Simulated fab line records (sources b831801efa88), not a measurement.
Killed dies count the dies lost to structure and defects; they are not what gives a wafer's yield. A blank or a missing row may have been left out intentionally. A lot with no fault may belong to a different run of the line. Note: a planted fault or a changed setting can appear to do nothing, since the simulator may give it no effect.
Which tool is to blame? | flow gf180mcu | 7 lots (21 wafers sampled), 1 step of a 602-step route

WHAT THE GAUGES SHOWED, per wafer
GF_HV_LDD_CD_MEAS_46: target cd 400 nm.
lot  | measured     | on        | cd_nm (nm)
L309 | day 13 01:38 | cd_sem-02 | 398.8 401.4 399.9
L311 | day 14 03:34 | cd_sem-01 | 399.7 401.8 401.5
L315 | day 15 14:19 | cd_sem-02 | 401.3 400.0 400.5
L318 | day 16 12:01 | cd_sem-02 | 403.1 402.5 402.5
L322 | day 17 10:50 | cd_sem-01 | 402.4 402.5 402.4
L324 | day 18 02:11 | cd_sem-02 | 399.0 398.1 398.7
L330 | day 19 21:47 | cd_sem-01 | 396.9 398.1 398.3

WHICH TOOL RAN EACH LOT (tool, then ch and the chambers of the sampled wafers, then the start)
Before these readings, the record contains no process step.

THE ANSWER, worked out from the rows above alone
Rule: the lots themselves supply what counts as usual. The widest of any qualifying gaps counts: lots, ordered by their means at a reading, are off when they make up no more than a third of the lots, leave a main group of 4 or more, and stand apart from it by 3 or more times the standard deviation of that group's means. The tables above print the reading to a certain number of digits; a main group whose means all agree to those digits is not used. Also off: a lot with no number at a reading for which 4 or more lots have one. Where the step has rows for the other lots, those lots are counted as sound.
No lot is off on any of the readings shown, so nothing can be concluded from this.

WHAT WAS PUT IN BY THE SIMULATOR
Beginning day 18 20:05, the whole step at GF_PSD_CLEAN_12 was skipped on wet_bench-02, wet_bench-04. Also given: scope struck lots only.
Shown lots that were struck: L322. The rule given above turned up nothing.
